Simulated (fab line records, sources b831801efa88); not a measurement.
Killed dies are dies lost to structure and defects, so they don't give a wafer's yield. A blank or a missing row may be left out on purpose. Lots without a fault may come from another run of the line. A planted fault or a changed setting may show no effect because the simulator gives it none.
fab line records | flow gf180mcu
record lots=14 wafers=42 last_day=34
route steps=602 shown NWELL@53 MVSD@73 POLY_GATE@171 HV_LDD@209
lots that met no fault: from a run of the same line without faults
start_h: hours from the record's first day to the start of the lot's first wafer shown | wait_h: hours since the lot's step before | " the same as in the row above | L1.1+2: a row that stands for several wafers | - no value, or no start given | * or withheld: withheld | < > ~ a bound
route shown NAME@n: a module of which the file shows steps, and the number in the route of the first | usual: mean/standard deviation of fault-free wafers | same: alike in all rows | chamber/n: place in a boat | sites: the reading at each site | _std_site: their standard deviation | _edge_site: outer sites' mean less inner sites' | radius_mm: how far each site lies from the wafer's centre | mask NAME#n: copy n | behind: the tool/chamber that last shaped the wafer | hold: why the lot was held/for how many hours/how that ended | device: the transistor (n, p or np) that didn't switch | end of line: the same wafers' tests at the end of the route | a step without rows: its recipe alone | killed: dies lost to structure and defects at the first sort, not the wafer's yield | map: a wafer's dies, x killed, . not, _ none there
set.NAME: the setting as run; set.NAME@STEP: as run at that earlier step | model.NAME: the simulator's own value behind a step, which no gauge read
steps of the route over a sample of lots; a table a step, a row a wafer
services: from which hour (start_h, from the record's first day; less than 0 if before it) a tool's chamber was out of use, for how many hours, and why
## steps
# step GF_NWELL_TW_MEAS_11
# usual NWELL_TW=1580/9
# columns lot.wafer tool chamber start_h wait_h NWELL_TW
L646.1 film_metro-03 - 55.84 0.1 1565
L646.2 " - " " 1561
L646.3 " - " " 1569
L647.2 film_metro-02 - 61.25 0.1 1585
L647.3 " - " " 1578
L647.5 " - " " 1583
L648.1 film_metro-03 - 66.04 0.1 1577
L648.2 " - " " 1571
L648.4 " - " " 1566
L651.3 film_metro-02 - 81.66 0.1 1575
L651.4 " - " " 1578
L651.6 " - " " 1575
L652.4 film_metro-02 - 88.57 0.1 1580
L652.5 " - " " 1592
L652.6 " - " " 1578
L654.1 film_metro-04 - 97.94 0.1 1591
L654.4 " - " " 1585
L654.6 " - " " 1587
L656.1 film_metro-03 - 111.69 0.1 1566
L656.3 " - " " 1579
L656.4 " - " " 1579
L659.2 film_metro-02 - 130.45 0.1 1581
L659.4 " - " " 1588
L659.6 " - " " 1583
L660.2 film_metro-03 - 133.30 0.1 1578
L660.4 " - " " 1587
L660.5 " - " " 1577
L661.1 film_metro-02 - 136.79 0.1 1580
L661.3 " - " " 1588
L661.6 " - " " 1584
L666.2 film_metro-02 - 166.10 0.1 1592
L666.3 " - " " 1587
L666.5 " - " " 1582
L667.1 film_metro-02 - 171.79 0.1 1585
L667.3 " - " " 1579
L667.6 " - " " 1590
L668.1 film_metro-04 - 176.39 0.1 1578
L668.4 " - " " 1587
L668.6 " - " " 1584
L669.4 film_metro-04 - 180.72 0.1 1587
L669.5 " - " " 1585
L669.6 " - " " 1580
# step GF_MVSD_OVL_MEAS_07
# usual MVSD_OVL=1.3/1.7
# columns lot.wafer tool chamber start_h wait_h MVSD_OVL[nm]
L646.1 overlay-01 - 82.55 - -0.3
L646.2 " - " " -0.3
L646.3 " - " " -1.7
L647.2 overlay-02 - 88.12 - 1.1
L647.3 " - " " 0.8
L647.5 " - " " 3.7
L648.1 overlay-02 - 91.90 - 3.3
L648.2 " - " " 2.9
L648.4 " - " " 1.4
L651.3 overlay-02 - 109.47 - 2.1
L651.4 " - " " 1.4
L651.6 " - " " 0.6
L652.4 overlay-01 - 116.23 - 1.1
L652.5 " - " " 1.4
L652.6 " - " " 0.6
L654.1 overlay-02 - 126.35 - 7.6
L654.4 " - " " 4.7
L654.6 " - " " 4.6
L656.1 overlay-01 - 140.65 - 2.3
L656.3 " - " " 0.9
L656.4 " - " " 2.3
L659.2 overlay-02 - 161.61 - 3.6
L659.4 " - " " -0.6
L659.6 " - " " 0.7
L660.2 overlay-01 - 164.01 - -0.8
L660.4 " - " " 1.6
L660.5 " - " " 1.2
L661.1 overlay-01 - 168.75 - 1.2
L661.3 " - " " 2.6
L661.6 " - " " 2.1
L666.2 overlay-01 - 199.46 - 1.6
L666.3 " - " " 2.7
L666.5 " - " " 1.0
L667.1 overlay-02 - 204.16 - -1.1
L667.3 " - " " 1.0
L667.6 " - " " 1.2
L668.1 overlay-02 - 209.35 - 0.2
L668.4 " - " " 1.2
L668.6 " - " " 1.8
L669.4 overlay-02 - 214.43 - 2.2
L669.5 " - " " 2.1
L669.6 " - " " 2.5
# step GF_POLY_GATE_STRIP_14
# recipe chemistry=O2/N2 power_w=1400 pressure_mtorr=1500 platen_temp_c=250 o2_flow_sccm=3000 n2_flow_sccm=300 overash_fraction=0.5
# usual chamber_pressure_mTorr=1500.0/1.5 drypump_motor_current_A=5.9/0.41 heater_power_w=327/30 o2_flow_sccm=3002/7.8 oes_product_au=0.505/0.0046
# columns lot.wafer tool chamber start_h wait_h chamber_pressure_mTorr drypump_motor_current_A heater_power_w o2_flow_sccm oes_product_au rf_hours_counter_h
L646.1 plasma_asher-03 0 196.41 0.0 1501.9 6.5 304 3005 0.507 51
L646.2 " 1 " " 1499.4 5.9 338 3009 0.509 51
L646.3 " 1 " " 1502.0 5.9 333 3008 0.500 -
L647.2 plasma_asher-02 0 201.52 0.0 1498.1 5.4 292 3005 0.500 9
L647.3 " 1 " " 1501.8 5.8 379 3021 0.508 -
L647.5 " 0 " " 1501.1 5.4 295 3000 0.500 -
L648.1 plasma_asher-02 1 206.52 0.0 1498.4 5.9 388 2993 0.503 10
L648.2 " 0 " " 1500.7 5.4 294 2995 0.497 10
L648.4 " 1 " " 1498.7 5.8 376 3004 0.516 -
L651.3 plasma_asher-04 1 227.82 0.1 1501.7 5.4 281 3010 0.506 -
L651.4 " 0 " " 1499.7 5.6 368 3007 0.512 -
L651.6 " 1 " " 1498.3 5.4 275 2992 0.502 -
L652.4 plasma_asher-03 0 238.00 0.1 1499.6 6.5 324 2995 0.504 -
L652.5 " 0 " " 1501.3 6.5 304 2989 0.505 -
L652.6 " 1 " " 1499.8 5.9 336 2989 0.502 -
L654.1 plasma_asher-03 1 248.71 0.0 1498.9 5.9 339 3004 0.498 57
L654.4 " 0 " " 1501.5 6.5 322 3004 0.508 -
L654.6 " 1 " " 1500.7 5.9 339 3002 0.515 -
L656.1 plasma_asher-03 0 264.32 0.0 1502.0 6.5 312 3005 0.493 58
L656.3 " 1 " " 1502.2 5.9 333 3001 0.502 -
L656.4 " 0 " " 1499.8 6.6 307 3011 0.511 -
L659.2 plasma_asher-02 1 294.12 0.0 1501.1 5.8 376 3000 0.508 19
L659.4 " 1 " " 1499.7 5.8 374 3009 0.504 -
L659.6 " 0 " " 1499.4 5.4 298 3003 0.506 -
L660.2 plasma_asher-03 0 297.03 0.0 1501.9 6.5 309 2999 0.509 62
L660.4 " 0 " " 1499.7 6.5 319 3001 0.506 -
L660.5 " 1 " " 1502.6 5.9 335 2998 0.503 -
L661.1 plasma_asher-04 0 301.76 0.0 1499.5 5.6 364 2992 0.503 48
L661.3 " 1 " " 1499.6 5.4 284 3000 0.496 -
L661.6 " 0 " " 1499.5 5.6 361 2999 0.504 -
L666.2 plasma_asher-04 1 344.01 0.0 1498.0 5.4 286 3005 0.504 52
L666.3 " 0 " " 1502.1 5.5 363 3010 0.509 -
L666.5 " 1 " " 1500.3 5.4 291 3006 0.508 -
L667.1 plasma_asher-04 0 350.11 0.0 1504.9 5.6 373 3000 0.505 54
L667.3 " 0 " " 1500.9 5.6 357 3005 0.512 -
L667.6 " 1 " " 1498.6 5.4 282 3003 0.509 -
L668.1 plasma_asher-02 0 354.22 0.0 1499.4 5.4 299 3005 0.501 26
L668.4 " 1 " " 1502.7 5.8 386 3001 0.508 -
L668.6 " 0 " " 1498.9 5.4 290 3004 0.503 -
L669.4 plasma_asher-03 0 361.49 0.0 1498.2 6.5 309 2997 0.498 -
L669.5 " 0 " " 1499.3 6.5 316 3007 0.501 -
L669.6 " 1 " " 1495.6 5.9 333 2990 0.512 -
# step GF_HV_LDD_IMPLANT_33
# recipe species=P energy_kev=60 dose_cm2=7.5e+12 tilt_deg=30 rotation_deg=0
# usual beam_energy_keV=59.997/0.019 beam_on_s=10.03/0.22 dose_ions_cm2=7.5e+12/8.3e+09
# columns lot.wafer tool chamber start_h wait_h beam_energy_keV beam_on_s dose_ions_cm2
L646.1 implanter-04 0 252.86 0.0 60.001 10.23 7.508e+12
L646.2 " 0 " " 60.000 10.16 7.495e+12
L646.3 " 0 " " 60.034 10.21 7.494e+12
L647.2 implanter-03 0 256.33 0.0 60.016 10.00 7.493e+12
L647.3 " 0 " " 59.984 10.20 7.498e+12
L647.5 " 0 " " 60.004 9.77 7.493e+12
L648.1 implanter-02 0 262.96 0.0 59.974 10.19 7.494e+12
L648.2 " 0 " " 59.989 9.97 7.507e+12
L648.4 " 0 " " 59.978 10.02 7.504e+12
L651.3 implanter-03 0 286.51 0.1 59.971 9.72 7.505e+12
L651.4 " 0 " " 59.997 9.60 7.513e+12
L651.6 " 0 " " 60.025 9.67 7.508e+12
L652.4 implanter-02 0 298.19 0.1 59.998 9.95 7.502e+12
L652.5 " 0 " " 59.985 9.83 7.493e+12
L652.6 " 0 " " 59.977 10.27 7.502e+12
L654.1 implanter-04 0 310.71 0.0 60.021 9.92 7.508e+12
L654.4 " 0 " " 60.021 9.94 7.511e+12
L654.6 " 0 " " 59.987 9.95 7.502e+12
L656.1 implanter-04 0 327.26 0.0 59.975 10.43 7.493e+12
L656.3 " 0 " " 60.009 9.98 7.489e+12
L656.4 " 0 " " 59.991 9.85 7.494e+12
L659.2 implanter-03 0 360.23 0.0 59.980 10.10 7.497e+12
L659.4 " 0 " " 59.966 10.20 7.491e+12
L659.6 " 0 " " 59.972 9.91 7.493e+12
L660.2 implanter-03 - 363.44 0.0 - - -
L660.4 " - " " - - -
L660.5 " - " " - - -
L661.1 implanter-02 - 367.91 0.0 - - -
L661.3 " - " " - - -
L661.6 " - " " - - -
L666.2 implanter-02 0 414.38 0.0 59.986 10.08 7.515e+12
L666.3 " 0 " " 59.988 10.32 7.511e+12
L666.5 " 0 " " 59.988 9.98 7.503e+12
L667.1 implanter-03 0 419.86 0.0 60.015 10.02 7.496e+12
L667.3 " 0 " " 60.029 9.83 7.495e+12
L667.6 " 0 " " 60.017 9.94 7.486e+12
L668.1 implanter-02 0 423.76 0.0 60.022 10.34 7.494e+12
L668.4 " 0 " " 60.032 9.90 7.498e+12
L668.6 " 0 " " 60.014 10.31 7.494e+12
L669.4 implanter-02 0 431.28 0.1 60.002 10.18 7.52e+12
L669.5 " 0 " " 59.975 9.96 7.502e+12
L669.6 " 0 " " 60.009 10.00 7.49e+12
# step GF_HV_LDD_TW_MEAS_38
# usual HV_LDD_3_TW=1445/9.2
# columns lot.wafer tool chamber start_h wait_h HV_LDD_3_TW
L646.1 film_metro-04 - 253.56 0.1 1434
L646.2 " - " " 1437
L646.3 " - " " 1431
L647.2 film_metro-04 - 257.02 0.1 1433
L647.3 " - " " 1438
L647.5 " - " " 1429
L648.1 film_metro-02 - 263.66 0.1 1454
L648.2 " - " " 1453
L648.4 " - " " 1446
L651.3 film_metro-04 - 287.18 0.1 1428
L651.4 " - " " 1437
L651.6 " - " " 1431
L652.4 film_metro-02 - 298.84 0.1 1439
L652.5 " - " " 1444
L652.6 " - " " 1442
L654.1 film_metro-02 - 311.41 0.1 1445
L654.4 " - " " 1445
L654.6 " - " " 1443
L656.1 film_metro-04 - 327.96 0.1 1432
L656.3 " - " " 1433
L656.4 " - " " 1427
L659.2 film_metro-02 - 360.92 0.1 1453
L659.4 " - " " 1458
L659.6 " - " " 1455
L660.2 film_metro-04 - 364.12 0.1 1322
L660.4 " - " " 1321
L660.5 " - " " 1319
L661.1 film_metro-02 - 368.61 0.1 1322
L661.3 " - " " 1328
L661.6 " - " " 1335
L666.2 film_metro-04 - 415.07 0.1 1454
L666.3 " - " " 1457
L666.5 " - " " 1456
L667.1 film_metro-04 - 420.56 0.1 1461
L667.3 " - " " 1458
L667.6 " - " " 1454
L668.1 film_metro-03 - 424.46 0.1 1434
L668.4 " - " " 1439
L668.6 " - " " 1446
L669.4 film_metro-02 - 431.94 0.1 1453
L669.5 " - " " 1446
L669.6 " - " " 1457
# step GF_HV_LDD_RS_MEAS_53
# recipe thk_meas_gauge=four-point-probe
# usual HV_LDD_RS=418.6/0.9
# columns lot.wafer tool chamber start_h wait_h HV_LDD_RS[ohm/sq]
L646.1 film_metro-02 - 273.04 0.1 417.4
L646.2 " - " " 416.9
L646.3 " - " " 418.4
L647.2 film_metro-02 - 277.01 0.1 417.3
L647.3 " - " " 417.6
L647.5 " - " " 418.5
L648.1 film_metro-03 - 284.28 0.1 418.3
L648.2 " - " " 419.8
L648.4 " - " " 419.3
L651.3 film_metro-03 - 307.72 0.1 418.8
L651.4 " - " " 419.4
L651.6 " - " " 419.2
L652.4 film_metro-02 - 320.15 0.1 417.5
L652.5 " - " " 417.4
L652.6 " - " " 418.0
L654.1 film_metro-02 - 332.44 0.1 418.1
L654.4 " - " " 419.4
L654.6 " - " " 420.1
L656.1 film_metro-04 - 349.25 0.1 418.6
L656.3 " - " " 417.6
L656.4 " - " " 417.5
L659.2 film_metro-04 - 383.11 0.1 419.6
L659.4 " - " " 417.4
L659.6 " - " " 418.5
L660.2 film_metro-03 - 386.95 0.1 438.2
L660.4 " - " " 437.6
L660.5 " - " " 438.3
L661.1 film_metro-03 - 391.74 0.1 439.8
L661.3 " - " " 440.1
L661.6 " - " " 440.0
L666.2 film_metro-03 - 438.96 0.1 418.4
L666.3 " - " " 418.6
L666.5 " - " " 419.2
L667.1 film_metro-03 - 445.08 0.1 418.8
L667.3 " - " " 418.4
L667.6 " - " " 418.6
L668.1 film_metro-03 - 449.14 0.1 418.7
L668.4 " - " " 417.8
L668.6 " - " " 418.8
L669.4 film_metro-03 - 456.85 0.1 419.0
L669.5 " - " " 419.7
L669.6 " - " " 419.3
## services
# columns tool chamber start_h hours kind
plasma_asher-03 - 179.89 1.4 repair
plasma_asher-04 - 197.43 1.0 repair
implanter-04 - 217.10 4.3 repair
plasma_asher-04 - 234.67 5.8 pm
implanter-02 - 246.29 2.4 repair
implanter-02 - 250.39 2.6 pm
plasma_asher-02 - 254.23 2.9 repair
implanter-03 - 295.16 2.2 repair
plasma_asher-04 - 308.68 1.0 repair
implanter-04 - 334.74 5.2 repair
plasma_asher-03 - 343.78 6.3 repair
plasma_asher-02 - 353.37 0.6 repair
implanter-04 - 354.91 2.0 repair
plasma_asher-02 - 416.85 37.1 pm
implanter-02 - 417.56 3.0 repair
plasma_asher-03 - 421.25 9.0 pm
plasma_asher-03 0 421.25 9.0 vent_cycle
plasma_asher-03 1 421.25 9.0 vent_cycle
plasma_asher-03 0 430.25 - clean
plasma_asher-03 1 430.25 - clean
## key
first_sign step=GF_HV_LDD_IMPLANT_33 reading=tool_record direction=missing
effect step=GF_HV_LDD_TW_MEAS_38 reading=HV_LDD_3_TW direction=down sigmas=13 usual=1445 struck=1325
effect step=GF_HV_LDD_RS_MEAS_53 reading=HV_LDD_RS direction=up sigmas=23 usual=418.6 struck=439.0
met_at GF_HV_LDD_IMPLANT_33
struck_lots L660,L661
later_rows_left_out L660.2,L660.4,L660.5,L661.1,L661.3,L661.6
sort_left_out L660.2,L660.4,L660.5,L661.1,L661.3,L661.6
tester_left_out L660,L661
not_acting_at GF_NWELL_TW_MEAS_11,GF_MVSD_OVL_MEAS_07,GF_POLY_GATE_STRIP_14
onset_between 360.23 363.44
fault kind=skipped_step_whole tool=implanter-02,implanter-03 chamber=- onset_h=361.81 steps=GF_HV_LDD_IMPLANT_33 scope=struck_lots_only
# tester_left_out: of these lots the tester's yield and bins aren't shown, on N5 and GAA mostly nor the transistor test; their killed dies are dies lost to structure and defects alone, not to doping, threshold or leakage, so they don't give the yield
# sort_left_out: the simulated sort isn't trusted on such a fault, so these wafers' sort isn't shown, and their yield isn't known
# later_rows_left_out: the simulator's readings of these wafers behind a module that went badly wrong aren't trusted and aren't shown, but for the sort
